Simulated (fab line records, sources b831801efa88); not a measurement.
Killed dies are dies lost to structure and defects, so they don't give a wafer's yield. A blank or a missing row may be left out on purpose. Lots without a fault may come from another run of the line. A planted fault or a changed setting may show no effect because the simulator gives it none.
Which tool did it? | flow sky130 | 10 lots, 30 wafers sampled, at 3 steps of a route of 708

WHAT THE GAUGES READ, wafer by wafer
SKY_VIA2_RS_MEAS_22: measures by four-point-probe.
lot  | measured     | on            | VIA2_W_RS (ohm/sq)
L839 | day 35 23:55 | film_metro-03 | 0.269 0.266 0.265
L840 | day 36 12:55 | film_metro-03 | 0.266 0.266 0.266
L842 | day 38 06:43 | film_metro-03 | 0.281 0.278 0.277
L845 | day 38 12:04 | film_metro-01 | 0.268 0.265 0.270
L847 | day 39 16:28 | film_metro-02 | 0.267 0.271 0.268
L853 | day 40 17:05 | film_metro-02 | 0.265 0.294 0.270
L854 | day 40 21:36 | film_metro-02 | 0.268 0.292 0.267
L856 | day 41 12:48 | film_metro-01 | 0.275 0.271 0.276
L857 | day 41 22:05 | film_metro-02 | 0.278 0.278 0.278
L859 | day 42 14:45 | film_metro-03 | 0.273 0.277 0.273

WHICH TOOL RAN EACH LOT (tool, then ch and the chambers of the sampled wafers, then the start)
lot  | SKY_METAL2_STRIP_20                  | SKY_VIA2_CVD_21
L839 | plasma_asher-03 ch 0,1, day 34 18:28 | cvd_w-01 ch 0,1, day 35 23:47
L840 | plasma_asher-01 ch 0,1, day 35 07:16 | cvd_w-01 ch 0,1, day 36 12:47
L842 | plasma_asher-01 ch 0,1, day 37 00:50 | cvd_w-02 ch 0,1, day 38 06:34
L845 | plasma_asher-02 ch 0,1, day 37 07:01 | cvd_w-01 ch 0,1, day 38 11:56
L847 | plasma_asher-01 ch 0,1, day 38 13:31 | cvd_w-01 ch 0,1, day 39 16:20
L853 | plasma_asher-03 ch 0,1, day 39 15:01 | cvd_w-01 ch 0,1, day 40 16:56
L854 | plasma_asher-02 ch 0, day 39 20:16   | cvd_w-01 ch 0,1, day 40 21:28
L856 | plasma_asher-02 ch 1, day 40 10:16   | cvd_w-02 ch 0,1, day 41 12:39
L857 | plasma_asher-01 ch 0,1, day 40 20:07 | cvd_w-02 ch 0,1, day 41 21:56
L859 | plasma_asher-02 ch 0,1, day 41 11:58 | cvd_w-02 ch 0,1, day 42 14:37
- SKY_METAL2_STRIP_20: strips in O2/N2.
- SKY_VIA2_CVD_21: deposits W, target thk 420 nm, time 126.4 s.

THE ANSWER, worked out from the rows above alone
Rule: what is usual is taken from the lots themselves. Put in order of their means at a reading, lots are off if they are a third of the lots or fewer, leave a main group of 4 or more, and stand apart from it by a gap of 3 or more times the standard deviation of the main group's means; of several such gaps the widest counts. A main group whose means are all the same, to the digits that the tables above print for the reading, isn't used. A lot without any number at a reading at which 4 lots or more have one is off too. The other lots that the step has rows for count as sound.
No lot is off at any reading shown: from this, nothing can be told.

WHAT THE SIMULATOR HAD PUT IN
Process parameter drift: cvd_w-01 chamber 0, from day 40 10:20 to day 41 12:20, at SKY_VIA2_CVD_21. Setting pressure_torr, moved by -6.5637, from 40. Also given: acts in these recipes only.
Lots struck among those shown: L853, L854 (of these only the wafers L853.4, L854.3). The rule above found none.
